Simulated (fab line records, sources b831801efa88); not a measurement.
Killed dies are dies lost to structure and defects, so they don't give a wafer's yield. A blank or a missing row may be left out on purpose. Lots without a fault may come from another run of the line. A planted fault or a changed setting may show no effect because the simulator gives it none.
One fault seen from 2 desks | flow sfq_line | each desk has only its own numbers; what lay behind them comes last

THE METROLOGY DESK
What the gauges read, lot by lot, whatever tool the lot ran on: means of the sampled wafers that have a number. A lot is out of limits, marked OUT, if its mean lies more than 4 standard deviations from the usual mean; the brackets give that distance.
Columns: A = M3_OVL at SFQ_M3_OVL_MEAS_921, usual -3 nm
lot  | first seen here | A
L504 | day 28 03:43    | -0
L506 | day 28 14:30    | 3
L507 | day 28 21:21    | -1
L509 | day 29 04:33    | 5
L511 | day 29 21:38    | -5
L512 | day 30 03:22    | 0
L513 | day 30 17:45    | -9
L514 | day 31 04:34    | -2
L515 | day 31 09:21    | 2
L516 | day 31 11:19    | -1
L518 | day 32 02:54    | -1
L519 | day 32 10:06    | -4
L521 | day 33 01:43    | 0
L524 | day 33 18:31    | -1
L527 | day 34 07:43    | -3
This desk's finding: nothing out of limits on any of the 15 lots.

THE TOOL OWNER'S DESK: rie_metal-04
The tool's own readings at SFQ_TRILAYER_M1_ETCH_METAL_ETCH_042 (etches Nb in Cl2/Ar, stops on SiO2, target depth 240 nm, time 120 s): means of the sampled wafers that have a number, for each lot that ran on this tool. A lot is out of limits, marked OUT, if its mean lies more than 4 standard deviations from the usual mean; the brackets give that distance.
Columns: A = bias_w at SFQ_TRILAYER_M1_ETCH_METAL_ETCH_042, usual 80.01 W; B = drypump_motor_current_A at SFQ_TRILAYER_M1_ETCH_METAL_ETCH_042, usual 5.8 A; C = oes_product_au at SFQ_TRILAYER_M1_ETCH_METAL_ETCH_042, usual 0.893 a.u.; D = run_length_s at SFQ_TRILAYER_M1_ETCH_METAL_ETCH_042, usual 148.2 s
lot  | first seen here | A     | B   | C                | D
L506 | day 13 14:30    | 80.03 | 5.9 | 0.888            | 148.5
L507 | day 13 18:06    | 79.99 | 5.9 | 0.879            | 148.1
L512 | day 15 13:20    | 80.05 | 6.0 | 0.898            | 148.1
L513 | day 15 18:06    | 79.96 | 5.9 | 0.884            | 148.5
L515 | day 16 14:30    | 79.90 | 5.9 | 0.882            | 148.4
L518 | day 17 13:18    | 80.28 | 5.9 | 0.927 (+4.4) OUT | 138.0 (-27) OUT
L521 | day 18 06:53    | -     | 5.8 | 1.006 (+14) OUT  | 117.2 (-81) OUT
L524 | day 18 23:39    | 79.86 | 5.9 | 0.962 (+8.8) OUT | 127.6 (-54) OUT
This desk's finding: out of limits on L518, L521, L524; first on L518, day 17 13:18 (oes_product_au at SFQ_TRILAYER_M1_ETCH_METAL_ETCH_042). In limits: L506, L507, L512, L513, L515.

PUT TOGETHER
The tool owner's desk could have raised an alarm at day 17 13:18, on L518, L521, L524.
The metrology desk saw nothing out of limits.
The metrology desk has L518, L521, L524 on record, within its limits.
Of the lots named, all ran SFQ_TRILAYER_M1_ETCH_METAL_ETCH_042 on rie_metal-04.

WHAT THE SIMULATOR HAD PUT IN
Process parameter drift: rie_metal-04, from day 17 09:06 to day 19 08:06, at SFQ_TRILAYER_M1_ETCH_METAL_ETCH_042. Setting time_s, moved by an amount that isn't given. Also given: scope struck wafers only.
Lots struck among those shown: L518, L521, L524.
Hours from the fault's start to each desk's first reading out of limits: the tool owner's desk, 4.
